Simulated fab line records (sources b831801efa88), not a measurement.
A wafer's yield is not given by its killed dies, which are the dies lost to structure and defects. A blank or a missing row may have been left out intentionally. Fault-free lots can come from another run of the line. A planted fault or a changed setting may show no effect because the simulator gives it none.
Problem report in the 8D (eight disciplines) form, filled by code	flow gf180mcu	the parts of the form that need people (team, actions taken, sign-off) are left out

## 1. THE ISSUE
Wafers free of any fault read 484.5 ohm/sq (standard deviation 1.1) for NWELL_RS at GF_VT_IMPLANT_RS_MEAS_47, against a mean of 493.5 ohm/sq on 6 wafers of 2 lots. Measured from the usual mean, that is +8.2 standard deviations.
The step: measures by four-point-probe.
The first sign was on wafer L724.1 at day 11 20:50, on film_metro-04. Wafers with a number at this step in the record: 42, from 14 lots. The rule behind "out" and "out of limits": a value lying over 4 standard deviations away from the usual mean. Any other wafer with a number is counted as sound.

## 2. WHAT THIS IS AND IS NOT
question	is	is not
which readings at this step	NWELL_RS	-
which lots	L724, L726	L712, L713, L715, L716, L717, L718, L719, L721, L725, L728, L730, L733
which wafers of those lots	all that have a number	-
read on which gauges	film_metro-03, film_metro-04	film_metro-02
when	from day 11 20:50	up to then (24 sound wafers); but 12 sound wafers of L725, L728, L730, L733 came after

## 3. WHAT RULES OUT EACH SUSPECT
Counting: a tool stays on the suspect list if, at a process step up to the reading, it processed all lots that are out and no sound lot following the first of them.
- ruled out: the gauge at GF_VT_IMPLANT_RS_MEAS_47. 2 gauges (film_metro-03, film_metro-04) read the wafers that are out.
- implanter-03 at GF_NWELL_IMPLANT_09: kept. Every lot that is out went through it, starting with L724 (day 6 06:06), and after that it ran no sound lot; the last sound lot it ran before then is L719 (day 5 02:38).
Left after counting: implanter-03 at GF_NWELL_IMPLANT_09.

## 4. THE CAUSE (what the simulator had put in)
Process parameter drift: implanter-03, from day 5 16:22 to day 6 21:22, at GF_NWELL_IMPLANT_09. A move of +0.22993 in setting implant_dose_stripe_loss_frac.
This tool alone remained once counting was done.

## 5. THE CHAIN OF EFFECTS, in route order
One row per reading whose mean, taken over the struck wafers that have a number, lies over 3 standard deviations from the usual. Scope: only readings with a usual standard deviation given in the record; hours: median across lots of the time from each lot's start at the first step in this table that gives one to its start at this step; sigmas: change in usual standard deviations.
hours	step	reading	usual	on struck wafers	change	sigmas
0	GF_VT_IMPLANT_RS_MEAS_47	NWELL_RS	484.5 ohm/sq	493.5	+9.0	+8.2

## 6. HOW IT WOULD HAVE BEEN CAUGHT EARLIER
In this record the first reading out of limits at a measuring or inspecting step was taken at day 11 20:50, 148 hours after the fault began at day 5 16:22.
The start of GF_NWELL_IMPLANT_09 on implanter-03 came by day 11 20:50 for every one of the lots that are out (2). A hold on the tool at that time would have spared none of them.
